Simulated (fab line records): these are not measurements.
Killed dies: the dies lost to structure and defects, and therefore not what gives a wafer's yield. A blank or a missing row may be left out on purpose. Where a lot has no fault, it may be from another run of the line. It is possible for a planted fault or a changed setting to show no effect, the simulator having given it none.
fab line records	flow sfq_line
record lots=14	wafers=41	last_day=87
route steps=325 shown M6@252 I6@277 M7@282
lots with no fault: from the same line, run without faults
start_h: hours from the record's opening day to when the first of the lot's shown wafers began	wait_h: hours from the lot's prior step to this one	" as in the row above	L1.1+2: several wafers, shown together as one row	- no value, or no start was given	* or withheld: withheld	< > ~ a bound
route shown NAME@n: names a module that has steps shown in the file, with the first one's number in the route	usual: mean and standard deviation over wafers with no fault	same: alike in all rows	chamber/n: place in a boat	sites: each site's reading	_std_site: their standard deviation	_edge_site: the outer-site mean with the inner-site mean subtracted	radius_mm: how far each site lies from the wafer's centre	mask NAME#n: copy n	behind: tool/chamber where the wafer was last shaped	hold: the reason the lot was held/the length of the hold in hours/how it ended	device: which transistor (n, p or np) failed to switch	end of line: tests of these same wafers at the route's end	a step with no rows: only its recipe	killed: not the wafer's yield, but the dies lost to structure and defects at the first sort	map: shows each die of a wafer: x if killed, . if not, _ if none is there
set.NAME: the setting as run; set.NAME@STEP: as run at that earlier step	model.NAME: the simulator's own value behind a step, which no gauge read
a sample of lots followed through the steps of the route, with each step as a table and each wafer as a row
services: when a tool's chamber went out of use (start_h, in hours from the record's first day, below 0 if earlier), for how many hours, and the reason
## steps
# step SFQ_TRILAYER_M6_DEP_SPUTTER_157
# recipe material=Nb	base_pressure_pa=1.33e-06	chamber_pressure_pa=0.1333	substrate_temp_c=20	target_thk_nm=200	power_w=2000	time_s=133.3
# usual cathode_dc_power_W=2000.0/0.36	throttle_valve_pct=29.6/1.3
lot.wafer	tool	chamber	start_h	wait_h	cathode_dc_power_W	throttle_valve_pct
L961.1	pvd_sputter-06	-	1460.70	0.0	2000.0	27.3
L961.5	"	-	"	"	1999.9	27.1
L961.6	"	-	"	"	1999.6	30.3
L962.1	pvd_sputter-06	-	1464.30	0.0	2000.7	29.6
L962.3	"	-	"	"	1999.7	27.4
L962.4	"	-	"	"	1999.6	30.1
L963.2	pvd_sputter-03	-	1472.31	0.0	2000.0	28.5
L963.4	"	-	"	"	1999.8	30.0
L963.6	"	-	"	"	1999.8	29.1
L964.2	pvd_sputter-04	-	1473.51	0.0	1999.7	32.3
L964.5	"	-	"	"	2000.2	29.8
L964.6	"	-	"	"	1999.6	32.7
L969.4	pvd_sputter-06	-	1822.05	0.0	2000.1	27.2
L969.5	"	-	"	"	2000.4	27.2
L971.3	pvd_sputter-06	-	1828.05	0.0	2000.5	30.0
L971.4	"	-	"	"	1999.6	30.0
L971.5	"	-	"	"	1999.9	27.3
L972.1	pvd_sputter-06	-	1831.91	0.0	1999.5	30.1
L972.3	"	-	"	"	1999.9	27.1
L972.6	"	-	"	"	2000.4	30.5
L974.3	pvd_sputter-06	-	1837.92	0.0	1999.5	27.1
L974.4	"	-	"	"	2000.3	30.1
L974.6	"	-	"	"	1999.6	30.3
L975.1	pvd_sputter-04	-	1840.31	0.0	1999.9	29.1
L975.5	"	-	"	"	1999.9	29.2
L975.6	"	-	"	"	1999.6	31.1
L976.1	pvd_sputter-03	-	1842.71	0.0	2000.1	29.2
L976.3	"	-	"	"	2000.0	28.6
L976.6	"	-	"	"	2000.0	29.3
L978.1	pvd_sputter-04	-	1851.27	0.0	1999.5	32.6
L978.3	"	-	"	"	2000.0	29.4
L978.4	"	-	"	"	2000.2	29.7
L979.2	pvd_sputter-03	-	1851.80	0.0	1999.7	30.1
L979.3	"	-	"	"	2000.2	28.2
L979.6	"	-	"	"	1999.9	29.8
L981.2	pvd_sputter-04	-	1861.40	0.0	1999.7	31.1
L981.3	"	-	"	"	2000.2	29.8
L981.4	"	-	"	"	1999.9	32.6
L983.1	pvd_sputter-06	-	1866.20	0.0	2000.2	30.0
L983.3	"	-	"	"	1999.7	30.0
L983.6	"	-	"	"	1999.9	29.7
# step SFQ_TRILAYER_I6_VIA_BARC_OPEN_VIA_ETCH_235
# recipe mask_material=PR	chemistry=O2	target_depth_nm=125	target=BARC	source_w=500	bias_w=80	pressure_mtorr=30	time_s=41.7
# usual drypump_motor_current_A=5.8/0.49	oes_product_au=0.686/0.0046	run_length_s=70.0/0.51
lot.wafer	tool	chamber	start_h	wait_h	drypump_motor_current_A	oes_product_au	rf_hours_counter_h	run_length_s
L961.1	rie_diel-04	3	1672.46	0.0	5.4	0.687	1	70.6
L961.5	"	1	"	"	6.0	0.680	-	70.1
L961.6	"	2	"	"	5.6	0.681	-	70.1
L962.1	rie_diel-03	3	1674.86	0.0	6.3	0.678	19	69.3
L962.3	"	0	"	"	6.1	0.691	4	70.4
L962.4	"	1	"	"	5.2	0.679	3	69.2
L963.2	rie_diel-03	0	1683.26	0.0	6.1	0.686	4	70.4
L963.4	"	0	"	"	6.1	0.683	-	70.5
L963.6	"	2	"	"	6.7	0.685	-	70.1
L964.2	rie_diel-03	0	1688.06	0.0	6.1	0.682	4	70.5
L964.5	"	1	"	"	5.3	0.690	-	69.6
L964.6	"	2	"	"	6.7	0.687	-	69.6
L969.4	rie_diel-03	3	1907.08	0.0	6.3	0.687	3	69.3
L969.5	"	0	"	"	6.1	0.655	-	75.3
L971.3	rie_diel-03	0	1915.96	0.0	6.1	0.660	9	75.8
L971.4	"	2	"	"	6.7	0.686	9	69.7
L971.5	"	0	"	"	6.1	0.653	-	75.3
L972.1	rie_diel-02	0	1925.13	0.0	5.6	0.686	17	70.2
L972.3	"	3	"	"	5.5	0.690	2	69.7
L972.6	"	1	"	"	5.0	0.681	-	70.5
L974.3	rie_diel-02	0	1933.08	0.0	5.6	0.690	17	70.0
L974.4	"	2	"	"	6.0	0.685	6	70.1
L974.6	"	0	"	"	5.6	0.679	-	69.7
L975.1	rie_diel-04	1	1936.68	0.0	6.0	0.681	6	70.4
L975.5	"	0	"	"	5.3	0.684	-	70.4
L975.6	"	1	"	"	6.0	0.690	-	70.3
L976.1	rie_diel-02	3	1939.08	0.0	5.6	0.691	2	69.4
L976.3	"	1	"	"	5.0	0.693	20	70.4
L976.6	"	0	"	"	5.6	0.694	-	70.0
L978.1	rie_diel-02	2	1953.27	0.0	6.0	0.686	6	70.1
L978.3	"	3	"	"	5.5	0.678	2	69.2
L978.4	"	2	"	"	6.0	0.677	-	70.1
L979.2	rie_diel-04	0	1954.53	0.0	5.3	0.678	5	70.6
L979.3	"	2	"	"	5.6	0.678	1	70.6
L979.6	"	1	"	"	6.0	0.685	-	70.7
L981.2	rie_diel-04	1	1971.49	0.0	6.0	0.688	6	70.6
L981.3	"	0	"	"	5.3	0.690	5	70.3
L981.4	"	2	"	"	5.6	0.691	1	70.4
L983.1	rie_diel-02	0	1977.49	0.0	5.6	0.689	18	70.0
L983.3	"	2	"	"	6.0	0.690	6	70.2
L983.6	"	0	"	"	5.6	0.688	-	69.9
# step SFQ_TRILAYER_M7_DEP_SPUTTER_175
# recipe material=Nb	base_pressure_pa=1.33e-06	chamber_pressure_pa=0.1333	substrate_temp_c=20	target_thk_nm=200	power_w=2000	time_s=133.3
# usual cathode_dc_power_W=2000.0/0.37	throttle_valve_pct=30.2/1.4
lot.wafer	tool	chamber	start_h	wait_h	cathode_dc_power_W	throttle_valve_pct
L961.1	pvd_sputter-06	-	1673.44	0.0	1999.6	29.8
L961.5	"	-	"	"	2000.0	30.0
L961.6	"	-	"	"	1999.8	29.6
L962.1	pvd_sputter-04	-	1676.41	0.0	2000.0	29.4
L962.3	"	-	"	"	1999.5	31.4
L962.4	"	-	"	"	1999.8	32.5
L963.2	pvd_sputter-04	-	1684.21	0.0	1999.5	32.8
L963.4	"	-	"	"	2000.0	29.8
L963.6	"	-	"	"	1999.5	31.2
L964.2	pvd_sputter-04	-	1689.61	0.0	2000.6	29.3
L964.5	"	-	"	"	2000.0	31.1
L964.6	"	-	"	"	1999.6	29.2
L969.4	pvd_sputter-04	-	1908.03	0.0	2000.0	31.1
L969.5	"	-	"	"	1999.5	29.8
L971.3	pvd_sputter-06	-	1916.92	0.0	2000.5	30.3
L971.4	"	-	"	"	1999.7	30.2
L971.5	"	-	"	"	2000.3	30.4
L972.1	pvd_sputter-06	-	1926.09	0.0	1999.7	27.1
L972.3	"	-	"	"	2000.0	30.0
L972.6	"	-	"	"	2000.5	30.0
L974.3	pvd_sputter-05	-	1934.04	0.0	1999.4	29.4
L974.4	"	-	"	"	2000.3	31.2
L974.6	"	-	"	"	2000.1	31.3
L975.1	pvd_sputter-04	-	1937.64	0.0	1999.9	31.1
L975.5	"	-	"	"	2000.3	31.4
L975.6	"	-	"	"	2000.4	29.6
L976.1	pvd_sputter-05	-	1940.04	0.0	2000.2	31.9
L976.3	"	-	"	"	1999.9	31.3
L976.6	"	-	"	"	1998.8	29.0
L978.1	pvd_sputter-04	-	1954.23	0.0	1999.9	29.6
L978.3	"	-	"	"	2000.4	29.0
L978.4	"	-	"	"	2000.0	31.1
L979.2	pvd_sputter-05	-	1955.48	0.0	1999.5	31.3
L979.3	"	-	"	"	2000.2	29.3
L979.6	"	-	"	"	2000.0	31.9
L981.2	pvd_sputter-06	-	1973.04	0.0	1999.5	29.8
L981.3	"	-	"	"	2000.6	27.3
L981.4	"	-	"	"	2000.5	29.9
L983.1	pvd_sputter-06	-	1978.44	0.0	2000.5	30.1
L983.3	"	-	"	"	2000.3	27.1
L983.6	"	-	"	"	2000.1	27.0
# step SFQ_M7_RS_MEAS_943
# recipe thk_meas_gauge=four-point-probe	reads=Nb_of_TRILAYER_M7_DEP_SPUTTER_175
# usual M7_NB_RS=0.888/0.012
lot.wafer	tool	chamber	start_h	wait_h	M7_NB_RS[ohm/sq]
L961.1	film_metro-02	-	1673.62	0.1	0.888
L961.5	"	-	"	"	0.872
L961.6	"	-	"	"	0.886
L962.1	film_metro-03	-	1676.50	0.0	0.872
L962.3	"	-	"	"	0.880
L962.4	"	-	"	"	0.894
L963.2	film_metro-01	-	1684.32	0.1	0.908
L963.4	"	-	"	"	0.896
L963.6	"	-	"	"	0.894
L964.2	film_metro-01	-	1689.72	0.1	0.871
L964.5	"	-	"	"	0.890
L964.6	"	-	"	"	0.873
L969.4	film_metro-02	-	1908.18	0.1	0.884
L969.5	"	-	"	"	0.901
L971.3	film_metro-01	-	1917.05	0.1	0.888
L971.4	"	-	"	"	0.886
L971.5	"	-	"	"	0.886
L972.1	film_metro-01	-	1926.18	0.0	0.896
L972.3	"	-	"	"	0.893
L972.6	"	-	"	"	0.894
L974.3	film_metro-03	-	1934.17	0.1	0.891
L974.4	"	-	"	"	0.894
L974.6	"	-	"	"	0.902
L975.1	film_metro-03	-	1937.73	0.0	0.882
L975.5	"	-	"	"	0.888
L975.6	"	-	"	"	0.901
L976.1	film_metro-03	-	1940.13	0.0	0.890
L976.3	"	-	"	"	0.903
L976.6	"	-	"	"	0.884
L978.1	film_metro-01	-	1954.32	0.0	0.901
L978.3	"	-	"	"	0.870
L978.4	"	-	"	"	0.876
L979.2	film_metro-02	-	1955.60	0.1	0.896
L979.3	"	-	"	"	0.884
L979.6	"	-	"	"	0.877
L981.2	film_metro-02	-	1973.15	0.1	0.900
L981.3	"	-	"	"	0.884
L981.4	"	-	"	"	0.893
L983.1	film_metro-01	-	1978.53	0.0	0.887
L983.3	"	-	"	"	0.886
L983.6	"	-	"	"	0.882
## services
tool	chamber	start_h	hours	kind
rie_diel-03	-	1448.79	0.2	repair
rie_diel-03	3	1490.79	1.6	repair
rie_diel-03	2	1503.37	3.5	repair
rie_diel-02	-	1530.07	0.5	repair
rie_diel-03	-	1562.79	0.9	repair
rie_diel-02	0	1568.39	4.1	repair
rie_diel-02	-	1568.51	2.8	pm
rie_diel-02	1	1573.40	5.2	repair
rie_diel-02	2	1579.86	10.3	repair
rie_diel-03	-	1587.88	4.3	pm
rie_diel-03	1	1620.14	2.1	repair
rie_diel-02	2	1624.69	3.7	repair
rie_diel-02	1	1629.86	5.0	repair
rie_diel-02	0	1770.25	3.1	repair
rie_diel-03	1	1771.98	2.5	repair
rie_diel-02	3	1775.32	9.7	repair
pvd_sputter-06	-	1781.39	1.0	repair
rie_diel-03	-	1791.39	1.0	repair
pvd_sputter-04	-	1802.47	6.0	repair
rie_diel-02	2	1824.38	14.4	repair
rie_diel-03	1	1851.09	11.9	repair
rie_diel-02	1	1928.21	2.7	repair
pvd_sputter-04	-	1975.02	0.6	repair
rie_diel-02	-	1976.88	0.2	repair
## key
first_sign step=SFQ_TRILAYER_I6_VIA_BARC_OPEN_VIA_ETCH_235	reading=run_length_s	direction=up	sigmas=11	usual=*	struck=*
effect step=SFQ_TRILAYER_I6_VIA_BARC_OPEN_VIA_ETCH_235	reading=oes_product_au	direction=down	sigmas=6.6	usual=0.686	struck=0.656
met_at SFQ_TRILAYER_I6_VIA_BARC_OPEN_VIA_ETCH_235
struck_lots L969,L971
struck_wafers L969.5,L971.3,L971.5
not_acting_at SFQ_TRILAYER_M6_DEP_SPUTTER_157,SFQ_TRILAYER_M7_DEP_SPUTTER_175,SFQ_M7_RS_MEAS_943
onset_between 1688.06 1907.08
fault kind=process_parameter_drift	tool=rie_diel-03	chamber=0	onset_h=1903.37	steps=SFQ_TRILAYER_I6_VIA_BARC_OPEN_VIA_ETCH_235	channel=time_s	offset=*	shape=step	end_h=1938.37	acts_in=*	stated=*
